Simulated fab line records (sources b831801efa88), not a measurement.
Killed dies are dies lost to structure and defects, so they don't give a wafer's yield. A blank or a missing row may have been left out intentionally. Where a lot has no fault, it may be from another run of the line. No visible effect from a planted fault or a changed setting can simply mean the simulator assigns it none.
Problem report, 8D (eight disciplines) form, completed by code :: flow sky130 :: the parts of the form that need people (team, actions taken, sign-off) are left out

1. THE PROBLEM
Mean of cd_nm at SKY_VT_ADJUST_HVTP_CD_MEAS_07: 370.2 nm across 6 wafers in 2 lots; on wafers with no fault it is 380.7 nm (standard deviation 2.1). Relative to the usual mean, that is a shift of -5.0 standard deviations.
The step: target cd 380 nm.
First observed at day 9 23:37: wafer L726.2, on cd_sem-01. Wafers with a number at this step in the record: 36, from 12 lots. Rule for "out" (also "out of limits"): further than 4 standard deviations from the usual mean. The other wafers with a number count as sound.

2. WHAT IT IS; WHAT IT IS NOT
question: which readings at this step
is: cd_nm
is not: -

question: which lots
is: L726, L727
is not: L712, L713, L715, L719, L721, L728, L729, L730, L731, L733

question: which wafers of those lots
is: all that have a number
is not: -

question: read on which gauges
is: cd_sem-01
is not: cd_sem-02

question: when
is: from day 9 23:37
is not: up to then (15 sound wafers); but 15 sound wafers of L728, L729, L730, L731, L733 came after

3. THE SUSPECTS, EACH WITH WHAT RULES IT OUT
Counting: a tool stays on the suspect list if, at a process step up to the reading, it processed all lots that are out and no sound lot following the first of them.
- the gauge at SKY_VT_ADJUST_HVTP_CD_MEAS_07 has been ruled out. All the wafers that are out were read on cd_sem-01, but those of them that SKY_VT_ADJUST_HVTP_DEVELOP_06 has rows for are out there too, on other tools.
- litho_track-04 at SKY_VT_ADJUST_HVTP_DEVELOP_06 (develop time 60 s): kept. All lots that are out passed through it, beginning with L726 at day 9 23:28, and no sound lot followed; its final sound lot before that point was L715 at day 7 03:44. On those wafers its own readings are out: developer_temp_C.
After counting, what remains is litho_track-04 at SKY_VT_ADJUST_HVTP_DEVELOP_06.

4. THE CAUSE (what the simulator had put in)
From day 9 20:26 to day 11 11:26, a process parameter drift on litho_track-04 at SKY_VT_ADJUST_HVTP_DEVELOP_06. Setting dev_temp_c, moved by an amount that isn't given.
This tool alone remained once counting was done.

5. SEQUENCE OF EFFECTS, ordered by route
Rows list readings where the struck wafers' mean (over those with a number) sits beyond 3 standard deviations from the usual. Readings are gone through only where the record gives a usual standard deviation; hours: the median, over the lots, of the time from a lot's start at the first step in this table giving one to that lot's start at this step; sigmas: the change measured in usual standard deviations.
hours: 0
step: SKY_VT_ADJUST_HVTP_DEVELOP_06
reading: developer_temp_C
usual: 22.99 C
on struck wafers: 25.31
change: +2.32
sigmas: +21

hours: 0
step: SKY_VT_ADJUST_HVTP_CD_MEAS_07
reading: cd_nm
usual: 380.7 nm
on struck wafers: 370.2
change: -10.5
sigmas: -5.0
Here are the process steps it includes:
- SKY_VT_ADJUST_HVTP_DEVELOP_06: develop time 60 s.
Later measuring or inspecting steps at which every struck wafer that the step has a row for has a number for every such reading, and none has moved that far: SKY_VT_ADJUST_LVTN_TW_MEAS_10.

6. HOW IT WOULD HAVE BEEN CAUGHT EARLIER
Counted from the fault's start at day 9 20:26, it took 3 hours until the first out-of-limits reading at a measuring or inspecting step in this record, taken at day 9 23:37.
At SKY_VT_ADJUST_HVTP_DEVELOP_06, the tool's own readings (developer_temp_C) were out on each struck wafer the step has a row for, so an alarm limit on them would have fired on the first such wafer.
L727, from the lots that are out (2), started SKY_VT_ADJUST_HVTP_DEVELOP_06 on litho_track-04 later than day 9 23:37. A hold on the tool at that time would have spared it.
